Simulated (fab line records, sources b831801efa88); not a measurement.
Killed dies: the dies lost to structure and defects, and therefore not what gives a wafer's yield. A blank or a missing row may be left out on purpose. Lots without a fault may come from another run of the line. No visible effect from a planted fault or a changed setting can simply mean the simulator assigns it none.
fab line records	flow sfqLine
record: lots: 14	wafers: 41	lastDay: 80
route steps=325 shown M4@149
lots untouched by any fault: they come from a run of this same line in which no faults occurred
startH: hours from the record's first day to the start of the lot's first wafer shown	waitH: time in hours since the lot's previous step	" unchanged from the row above	L1.1+2: a single row standing in for several wafers	- no value, or no start given	* or withheld: withheld	< > ~ a bound
route shown NAME@n: a module of which the file shows steps, and the number in the route of the first	usual: mean/standard deviation taken from wafers without a fault	same: alike in all rows	chamber/n: place in a boat	sites: the reading at each site	_std_site: standard deviation across them	_edge_site: inner sites' mean taken away from outer sites' mean	radiusMm: for every site, how far away it sits from the centre of the wafer	mask NAME#n: copy n	behind: the tool/chamber that last shaped the wafer	hold: reason for holding the lot/hours on hold/outcome of the hold	device: which transistor (n, p or np) failed to switch	end of line: the same wafers' tests at the end of the route	step lacking rows: just its recipe	killed: the dies lost at the first sort to structure and to defects; this is not the yield of the wafer	map: dies across one wafer; x = killed, . = not, _ = none there
set.NAME: the setting as run; set.NAME@STEP: as run at that earlier step	model.NAME: the simulator's own value behind a step, which no gauge read
route steps across a sampled set of lots; one table per step, one row per wafer
services: the hour from which a tool's chamber was out of use, counted from the record's first day as startH (under 0 if before that day), plus the number of hours and why
== steps ==
step: SFQ_TRILAYER_M4_DEP_SPUTTER_091
recipe: material: Nb	basePressurePa: 1.33e-06	chamberPressurePa: 0.1333	substrateTempC: 20	resputterCathodeVoltageV: 400	targetThkNm: 200	powerW: 2000	timeS: 133.3
usual: cathodeDcPowerW: 2000.0/0.37	substrateTempC: 20.01/0.1	throttleValvePct: 30.0/1
lot.wafer	tool	chamber	startH	waitH	cathodeDcPowerW	substrateTempC	throttleValvePct
L907.1	pvdSputter-03	-	924.54	0.0	2000.9	19.92	29.2
L907.4	"	-	"	"	2000.1	20.16	29.3
L907.6	"	-	"	"	2000.4	19.89	29.8
L908.1	pvdSputter-04	-	928.14	0.0	2000.2	19.89	30.9
L908.3	"	-	"	"	2000.5	19.93	32.2
L908.5	"	-	"	"	2000.2	19.92	31.0
L909.2	pvdSputter-04	-	938.95	0.0	2000.4	20.10	31.2
L909.4	"	-	"	"	2000.1	20.07	30.6
L909.5	"	-	"	"	1999.9	19.80	32.0
L910.1	pvdSputter-04	-	982.35	0.0	1999.9	19.75	28.9
L910.3	"	-	"	"	1999.3	20.05	30.7
L910.4	"	-	"	"	1999.8	19.95	32.1
L911.2	pvdSputter-04	-	985.96	0.0	2000.8	20.12	31.0
L911.4	"	-	"	"	2000.2	19.95	29.1
L911.6	"	-	"	"	1999.8	19.97	30.9
L912.2	pvdSputter-03	-	989.56	0.0	1999.7	20.09	29.8
L912.4	"	-	"	"	1999.9	19.79	29.4
L912.6	"	-	"	"	1999.7	20.01	29.5
L913.1	pvdSputter-05	-	990.98	0.0	1999.9	19.88	29.5
L913.4	"	-	"	"	2000.3	20.13	29.4
L913.5	"	-	"	"	2000.0	20.14	29.1
L915.1	pvdSputter-05	-	1014.41	0.0	1999.8	20.09	29.1
L915.2	"	-	"	"	1999.4	19.92	28.6
L915.5	"	-	"	"	2000.0	20.00	29.1
L917.4	pvdSputter-03	-	1177.47	0.0	1999.8	20.02	29.3
L917.5	"	-	"	"	1999.9	20.00	30.5
L917.6	"	-	"	"	2000.1	20.11	29.1
L923.2	pvdSputter-03	-	1214.24	0.0	2427.3	19.96	28.9
L923.5	"	-	"	"	2427.8	20.15	29.6
L924.1	pvdSputter-04	-	1216.64	0.0	2000.1	20.04	29.0
L924.3	"	-	"	"	2000.3	19.90	31.9
L924.5	"	-	"	"	1999.9	19.98	30.9
L925.1	pvdSputter-03	-	1220.26	0.0	2427.0	19.88	30.7
L925.2	"	-	"	"	2426.9	20.09	29.8
L925.6	"	-	"	"	2428.0	20.00	29.1
L928.1	pvdSputter-04	-	1261.78	0.0	2000.4	19.91	28.9
L928.2	"	-	"	"	2000.6	19.95	30.7
L928.3	"	-	"	"	1999.6	19.89	30.9
L929.3	pvdSputter-04	-	1288.62	0.0	1998.7	20.21	32.1
L929.4	"	-	"	"	2000.0	20.10	30.9
L929.6	"	-	"	"	1999.6	20.12	31.8
step: SFQ_M4_RS_MEAS_924
recipe: thkMeasGauge: four-point-probe	reads: Nb_of_TRILAYER_M4_DEP_SPUTTER_091
usual: M4_NB_RS: 0.892/0.01
lot.wafer	tool	chamber	startH	waitH	M4_NB_RS[ohm/sq]
L907.1	filmMetro-01	-	924.63	0.0	0.884
L907.4	"	-	"	"	0.910
L907.6	"	-	"	"	0.899
L908.1	filmMetro-01	-	928.23	0.0	0.873
L908.3	"	-	"	"	0.866
L908.5	"	-	"	"	0.870
L909.2	filmMetro-03	-	939.06	0.1	0.898
L909.4	"	-	"	"	0.889
L909.5	"	-	"	"	0.882
L910.1	filmMetro-03	-	982.44	0.0	0.900
L910.3	"	-	"	"	0.896
L910.4	"	-	"	"	0.889
L911.2	filmMetro-04	-	986.07	0.1	0.891
L911.4	"	-	"	"	0.895
L911.6	"	-	"	"	0.890
L912.2	filmMetro-04	-	989.67	0.1	0.877
L912.4	"	-	"	"	0.878
L912.6	"	-	"	"	0.888
L913.1	filmMetro-01	-	991.07	0.0	0.899
L913.4	"	-	"	"	0.910
L913.5	"	-	"	"	0.915
L915.1	filmMetro-01	-	1014.50	0.0	0.877
L915.2	"	-	"	"	0.869
L915.5	"	-	"	"	0.879
L917.4	filmMetro-04	-	1177.62	0.1	0.886
L917.5	"	-	"	"	0.883
L917.6	"	-	"	"	0.900
L923.2	filmMetro-01	-	1214.35	0.1	0.737
L923.5	"	-	"	"	0.736
L924.1	filmMetro-01	-	1216.73	0.0	0.891
L924.3	"	-	"	"	0.887
L924.5	"	-	"	"	0.883
L925.1	filmMetro-03	-	1220.35	0.0	0.729
L925.2	"	-	"	"	0.738
L925.6	"	-	"	"	0.728
L928.1	filmMetro-03	-	1261.87	0.0	0.881
L928.2	"	-	"	"	0.875
L928.3	"	-	"	"	0.876
L929.3	filmMetro-03	-	1288.75	0.1	0.897
L929.4	"	-	"	"	0.895
L929.6	"	-	"	"	0.894
step: SFQ_TRILAYER_M4_ETCH_METAL_ETCH_096
recipe: target: Nb	stopOn: SiO2	maskMaterial: PR	chemistry: Cl2/Ar	targetDepthNm: 240	icpW: 600	biasW: 80	pressureMtorr: 10	timeS: 120
usual: drypumpMotorCurrentA: 5.9/0.57	oesProductAu: 0.893/0.0075
lot.wafer	tool	chamber	startH	waitH	drypumpMotorCurrentA	oesProductAu	rfHoursCounterH
L907.1	rieMetal-04	1	1062.70	0.0	4.7	0.896	71
L907.4	"	0	"	"	5.6	0.882	-
L907.6	"	1	"	"	4.7	0.895	-
L908.1	rieMetal-04	0	1067.50	0.0	5.7	0.901	90
L908.3	"	0	"	"	5.7	0.901	-
L908.5	"	1	"	"	4.8	0.905	-
L909.2	rieMetal-03	0	1080.70	0.0	5.5	0.896	97
L909.4	"	1	"	"	6.1	0.894	-
L909.5	"	0	"	"	5.5	0.906	-
L910.1	rieMetal-02	1	1125.10	0.0	6.3	0.884	81
L910.3	"	0	"	"	6.5	0.891	-
L910.4	"	1	"	"	6.3	0.898	-
L911.2	rieMetal-03	0	1130.05	0.0	5.5	0.892	104
L911.4	"	0	"	"	5.5	0.893	-
L911.6	"	0	"	"	5.5	0.893	-
L912.2	rieMetal-02	1	1133.65	0.0	6.3	0.902	82
L912.4	"	0	"	"	6.5	0.908	-
L912.6	"	0	"	"	6.5	0.893	-
L913.1	rieMetal-03	1	1136.05	0.0	6.1	0.893	37
L913.4	"	0	"	"	5.4	0.872	-
L913.5	"	0	"	"	5.5	0.881	-
L915.1	rieMetal-02	1	1154.05	0.0	6.3	0.913	85
L915.2	"	0	"	"	6.6	0.897	44
L915.5	"	1	"	"	6.3	0.912	-
L917.4	rieMetal-03	0	1307.72	0.1	5.5	0.907	-
L917.5	"	1	"	"	6.1	0.903	-
L917.6	"	0	"	"	5.5	0.890	-
L923.2	rieMetal-02	0	1337.19	0.0	6.5	0.992	75
L923.5	"	1	"	"	6.3	0.988	-
L924.1	rieMetal-04	1	1340.79	0.0	4.8	0.893	119
L924.3	"	0	"	"	5.7	0.897	-
L924.5	"	1	"	"	4.8	0.891	-
L925.1	rieMetal-03	1	1345.59	0.0	6.1	1.000	74
L925.2	"	0	"	"	5.5	0.989	12
L925.6	"	0	"	"	5.5	0.989	-
L928.1	rieMetal-03	1	1371.60	0.0	6.1	0.895	77
L928.2	"	0	"	"	5.5	0.889	15
L928.3	"	1	"	"	6.1	0.895	-
L929.3	rieMetal-02	0	1395.65	0.1	6.6	0.888	-
L929.4	"	1	"	"	6.3	0.893	-
L929.6	"	1	"	"	6.3	0.904	-
== services ==
tool	chamber	startH	hours	kind
pvdSputter-05	-	910.38	1.7	repair
rieMetal-03	0	930.73	23.5	repair
rieMetal-02	-	939.96	10.0	pm
rieMetal-03	-	974.51	4.3	pm
rieMetal-03	-	1049.73	14.6	pm
rieMetal-03	-	1070.94	0.4	repair
pvdSputter-04	-	1117.00	1.1	repair
rieMetal-04	-	1163.46	0.1	repair
rieMetal-04	0	1166.88	22.6	repair
pvdSputter-05	-	1171.92	8.4	repair
pvdSputter-04	3	1188.28	-	consumableReplace:kit
pvdSputter-04	3	1188.28	18.0	scheduledDown
pvdSputter-04	3	1188.28	18.0	ventCycle
rieMetal-03	1	1194.05	3.8	repair
rieMetal-02	1	1208.39	4.0	repair
pvdSputter-03	-	1276.57	21.6	repair
pvdSputter-03	-	1291.77	10.3	repair
rieMetal-04	1	1308.36	5.9	repair
rieMetal-04	-	1313.85	2.8	pm
pvdSputter-05	-	1341.00	2.2	repair
rieMetal-04	-	1362.68	1.5	repair
rieMetal-04	0	1374.70	7.1	repair
pvdSputter-04	-	1383.72	5.4	repair
rieMetal-04	-	1387.35	0.6	repair
== key ==
firstSign: step: SFQ_TRILAYER_M4_DEP_SPUTTER_091	reading: cathodeDcPowerW	direction: up	sigmas: 99+	usual: 2000.0	struck: 2427.4
effect: step: SFQ_M4_RS_MEAS_924	reading: M4_NB_RS	direction: down	sigmas: 15	usual: 0.892	struck: 0.734
effect: step: SFQ_TRILAYER_M4_ETCH_METAL_ETCH_096	reading: oesProductAu	direction: up	sigmas: 13	usual: 0.893	struck: 0.992
metAt SFQ_TRILAYER_M4_DEP_SPUTTER_091
struckLots L923,L925
onsetBetween 1177.47 1214.24
fault: kind: processParameterDrift	tool: pvdSputter-03	chamber: -	onsetH: 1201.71	steps: SFQ_TRILAYER_M4_DEP_SPUTTER_091	channel: powerW	offset: 427.11	shape: step	endH: 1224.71	actsIn: theseRecipesOnly	stated: 2000
